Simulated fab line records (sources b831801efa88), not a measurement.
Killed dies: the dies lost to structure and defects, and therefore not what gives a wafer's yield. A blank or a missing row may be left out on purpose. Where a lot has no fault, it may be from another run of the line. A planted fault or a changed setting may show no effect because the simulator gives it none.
What tool caused it? + flow sky130 + 12 lots with 36 wafers sampled at 5 steps, on a route of 708 steps

## WHAT THE GAUGES SHOWED, per wafer
The record lacks any reading of a measuring or inspecting step that a usual standard deviation could be used to judge.

## WHICH TOOL RAN EACH LOT (tool, then ch and the chambers of the sampled wafers, then the start)
| lot  | SKY_PWDE_STRIP_09                   | SKY_VIA3_CVD_21               | SKY_METAL4_SPUTTER_02        | SKY_PASSIVATION_ETCH_11            | SKY_PAD_OPEN_PROBE_99   |
|------|-------------------------------------|-------------------------------|------------------------------|------------------------------------|-------------------------|
| L189 | plasma asher-02 ch 0,1, day 3 15:33 | cvd w-02 ch 0,1, day 39 04:56 | pvd sputter-01, day 39 05:35 | rie diel-04 ch 0,2,3, day 44 09:52 | -                       |
| L190 | plasma asher-04 ch 0,1, day 3 23:42 | cvd w-01 ch 0,1, day 39 17:28 | pvd sputter-01, day 39 18:07 | rie diel-04 ch 2,3, day 44 19:55   | -                       |
| L191 | plasma asher-02 ch 0,1, day 4 06:56 | cvd w-02 ch 0,1, day 40 04:48 | pvd sputter-01, day 40 05:25 | rie diel-02 ch 1,2,3, day 45 05:31 | -                       |
| L197 | plasma asher-02 ch 0, day 5 15:15   | cvd w-02 ch 0,1, day 41 22:56 | pvd sputter-03, day 41 23:35 | rie diel-02 ch 0,3, day 46 18:34   | prober-01, day 47 16:09 |
| L198 | plasma asher-02 ch 0,1, day 5 22:15 | cvd w-02 ch 0,1, day 42 10:47 | pvd sputter-02, day 42 11:26 | rie diel-04 ch 0,1,2, day 47 04:43 | prober-02, day 48 02:26 |
| L202 | plasma asher-01 ch 0,1, day 6 20:23 | cvd w-02 ch 0,1, day 43 11:11 | pvd sputter-02, day 43 11:47 | rie diel-02 ch 0,2,3, day 48 02:04 | -                       |
| L203 | plasma asher-01 ch 1, day 7 04:51   | cvd w-02 ch 0,1, day 43 20:08 | pvd sputter-03, day 43 20:47 | rie diel-04 ch 1,2,3, day 48 09:01 | -                       |
| L205 | plasma asher-01 ch 0,1, day 7 12:36 | cvd w-02 ch 0,1, day 44 08:43 | pvd sputter-02, day 44 09:22 | rie diel-03 ch 0,2, day 48 20:01   | -                       |
| L207 | plasma asher-01 ch 0,1, day 8 02:42 | cvd w-02 ch 0,1, day 44 17:17 | pvd sputter-03, day 44 17:56 | rie diel-03 ch 0,1,2, day 49 02:13 | -                       |
| L210 | plasma asher-01 ch 0,1, day 8 18:38 | cvd w-01 ch 0,1, day 45 13:39 | pvd sputter-03, day 45 14:16 | rie diel-03 ch 1,2, day 49 18:37   | -                       |
| L211 | plasma asher-01 ch 0,1, day 9 04:38 | cvd w-01 ch 0,1, day 45 22:01 | pvd sputter-02, day 45 22:37 | rie diel-02 ch 0,1,2, day 50 00:25 | -                       |
| L212 | plasma asher-02 ch 0,1, day 9 07:00 | cvd w-02 ch 0,1, day 46 00:40 | pvd sputter-01, day 46 01:20 | rie diel-04 ch 1,2,3, day 50 02:43 | -                       |
- SKY_PWDE_STRIP_09: strips in O2/N2.
- SKY_VIA3_CVD_21: deposits W, target thk 390 nm, time 117.31 s.
- SKY_METAL4_SPUTTER_02: material AlCu, target thk 735 nm, time 39.1 s.
- SKY_PASSIVATION_ETCH_11: etches the open film in CF4/O2, stops on AlCu, target depth 725 nm, time 161.1 s.
- SKY_PAD_OPEN_PROBE_99

## WHAT THE TOOLS THEMSELVES READ (means of the sampled wafers that have a number; where no wafer has one, the mark that the record gives instead)
SKY_PWDE_STRIP_09.
| lot  | tool            | drypump motor current A (A) | n2 flow sccm (sccm) | oes product au (a.u.) | strip time to endpoint s (s) |
|------|-----------------|-----------------------------|---------------------|-----------------------|------------------------------|
| L189 | plasma asher-02 | 5.3                         | 299.3               | 0.722                 | 36.87                        |
| L190 | plasma asher-04 | 6.0                         | 298.6               | 0.722                 | 36.75                        |
| L191 | plasma asher-02 | 5.6                         | 300.8               | 0.732                 | 36.96                        |
| L197 | plasma asher-02 | 5.8                         | 299.6               | 0.725                 | 36.95                        |
| L198 | plasma asher-02 | 5.6                         | 299.8               | 0.726                 | 36.92                        |
| L202 | plasma asher-01 | 5.5                         | 298.8               | 0.722                 | 36.96                        |
| L203 | plasma asher-01 | 4.9                         | 301.0               | 0.725                 | 37.00                        |
| L205 | plasma asher-01 | 5.5                         | 300.2               | 0.721                 | 36.91                        |
| L207 | plasma asher-01 | 5.5                         | 300.0               | 0.720                 | 37.03                        |
| L210 | plasma asher-01 | 5.2                         | 299.6               | 0.721                 | 36.84                        |
| L211 | plasma asher-01 | 5.5                         | 299.6               | 0.726                 | 36.82                        |
| L212 | plasma asher-02 | 5.6                         | 299.9               | 0.729                 | 36.79                        |

SKY_VIA3_CVD_21.
| lot  | tool     | heater power w (W) |
|------|----------|--------------------|
| L189 | cvd w-02 | 749                |
| L190 | cvd w-01 | 769                |
| L191 | cvd w-02 | 754                |
| L197 | cvd w-02 | 748                |
| L198 | cvd w-02 | 752                |
| L202 | cvd w-02 | 762                |
| L203 | cvd w-02 | 789                |
| L205 | cvd w-02 | 785                |
| L207 | cvd w-02 | 772                |
| L210 | cvd w-01 | 783                |
| L211 | cvd w-01 | 775                |
| L212 | cvd w-02 | 791                |

SKY_METAL4_SPUTTER_02.
| lot  | tool           | chamber pressure pa (Pa) | throttle valve pct (%) |
|------|----------------|--------------------------|------------------------|
| L189 | pvd sputter-01 | 0.3998                   | 29.8                   |
| L190 | pvd sputter-01 | 0.3994                   | 29.8                   |
| L191 | pvd sputter-01 | 0.4002                   | 28.6                   |
| L197 | pvd sputter-03 | 0.4005                   | 30.3                   |
| L198 | pvd sputter-02 | 0.4001                   | 29.7                   |
| L202 | pvd sputter-02 | 0.4002                   | 30.1                   |
| L203 | pvd sputter-03 | 0.4003                   | 30.2                   |
| L205 | pvd sputter-02 | 0.4006                   | 29.2                   |
| L207 | pvd sputter-03 | 0.3991                   | 29.5                   |
| L210 | pvd sputter-03 | 0.3994                   | 31.0                   |
| L211 | pvd sputter-02 | 0.3989                   | 29.8                   |
| L212 | pvd sputter-01 | 0.4003                   | 29.1                   |

SKY_PASSIVATION_ETCH_11.
| lot  | tool        | drypump motor current A (A) | oes product au (a.u.) | throttle valve pct (%) |
|------|-------------|-----------------------------|-----------------------|------------------------|
| L189 | rie diel-04 | 5.8                         | 0.970                 | 5.955                  |
| L190 | rie diel-04 | 6.0                         | 0.978                 | 5.968                  |
| L191 | rie diel-02 | 5.5                         | 0.978                 | 5.964                  |
| L197 | rie diel-02 | 5.7                         | 0.970                 | 5.960                  |
| L198 | rie diel-04 | 5.4                         | 0.974                 | 5.972                  |
| L202 | rie diel-02 | 5.6                         | 0.971                 | 5.971                  |
| L203 | rie diel-04 | 5.7                         | 0.974                 | 5.966                  |
| L205 | rie diel-03 | 5.9                         | 0.971                 | 5.960                  |
| L207 | rie diel-03 | 5.9                         | 0.973                 | 5.958                  |
| L210 | rie diel-03 | 5.8                         | 0.967                 | 5.966                  |
| L211 | rie diel-02 | 5.2                         | 0.978                 | 5.959                  |
| L212 | rie diel-04 | 5.6                         | 0.978                 | 5.972                  |

SKY_PAD_OPEN_PROBE_99.
| lot  | tool      | killed_at_M0_to_M3 | killed_at_M4_up | killed at contacts | killed at front end | killed at other | killed dies | killed open | killed short |
|------|-----------|--------------------|-----------------|--------------------|---------------------|-----------------|-------------|-------------|--------------|
| L197 | prober-01 | 43                 | 3.0             | 23                 | 38                  | 0.0             | 106         | 48          | 32           |
| L198 | prober-02 | 48                 | 4.0             | 20                 | 55                  | 0.0             | 126         | 44          | 43           |

## THE ANSWER, worked out from the rows above alone
Rule: the lots themselves supply what counts as usual. The widest of any qualifying gaps counts: lots, ordered by their means at a reading, are off when they make up no more than a third of the lots, leave a main group of 4 or more, and stand apart from it by 3 or more times the standard deviation of that group's means. A main group is skipped when, at the precision printed for the reading in the tables above, its means are all equal. Also off: a lot with no number at a reading for which 4 or more lots have one. Any other lot the step has rows for is counted as sound. First the gauges in route order, then the tools' own readings, where a lot's mean is used as printed above. At the first step where some lot is off, the reading lying furthest off is the one used; lots without a number count as furthest.
None of the lots is off at any reading shown; this tells nothing.

## WHAT THE SIMULATOR PUT IN
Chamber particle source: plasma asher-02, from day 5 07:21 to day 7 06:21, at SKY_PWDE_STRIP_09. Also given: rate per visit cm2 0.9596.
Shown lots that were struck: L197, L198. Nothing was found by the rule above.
